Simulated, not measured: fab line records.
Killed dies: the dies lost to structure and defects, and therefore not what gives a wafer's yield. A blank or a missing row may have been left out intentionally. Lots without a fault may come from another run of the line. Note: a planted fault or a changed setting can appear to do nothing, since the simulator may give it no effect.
Matching of chambers || flow gf180mcu || cmp-02 running GF_V3_CMP_26: 4 sister chambers
The step polishes, stops on SiO2, t overpolish 15 s, target thk 0 nm. 4 wafers are shown with their chamber, then 7 later ones without.

== WAFERS, EACH WITH ITS CHAMBER ==
{"wafer": "L328.3", "chamber": 2, "motor current A (A)": 11.5}
{"wafer": "L338.2", "chamber": 1, "motor current A (A)": 10.2}
{"wafer": "L340.1", "chamber": 3, "motor current A (A)": 11.9}
{"wafer": "L340.3", "chamber": 0, "motor current A (A)": 11.0}

== WAFERS WITH NO CHAMBER GIVEN ==
{"wafer": "L340.5", "motor current A (A)": 10.5}
{"wafer": "L341.2", "motor current A (A)": 11.0}
{"wafer": "L341.3", "motor current A (A)": 11.6}
{"wafer": "L341.4", "motor current A (A)": 11.6}
{"wafer": "L342.2", "motor current A (A)": 11.6}
{"wafer": "L342.3", "motor current A (A)": 11.7}
{"wafer": "L342.4", "motor current A (A)": 9.9}

== WHICH CHAMBER EACH WENT THROUGH ==
{"wafer": "L340.5", "from the rows above": "can't be placed: 1 or 0", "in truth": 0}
{"wafer": "L341.2", "from the rows above": 0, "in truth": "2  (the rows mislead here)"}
{"wafer": "L341.3", "from the rows above": "can't be placed: 2 or 3", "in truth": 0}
{"wafer": "L341.4", "from the rows above": "can't be placed: 2 or 3", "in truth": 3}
{"wafer": "L342.2", "from the rows above": "can't be placed: 2 or 3", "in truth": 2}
{"wafer": "L342.3", "from the rows above": "can't be placed: 2 or 3", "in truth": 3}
{"wafer": "L342.4", "from the rows above": 1, "in truth": 1}
1 of 7 placed correctly. Can't be placed from these rows: 5 (the true chamber is among the candidates in 4). Placed wrongly: 1.
How it was worked out, from the rows above alone: a wafer's distance from a chamber is the root of the sum, over the readings, of the square of ((its reading less the chamber's mean) divided by the reading's scatter). If the next closest chamber is less than 2 further off than the closest, the wafer can't be placed; otherwise it belongs to the closest. A chamber's mean is the mean of its shown wafers. The scatter: root of mean squared gap, hidden wafer to nearest shown wafer, with one shown wafer a chamber.
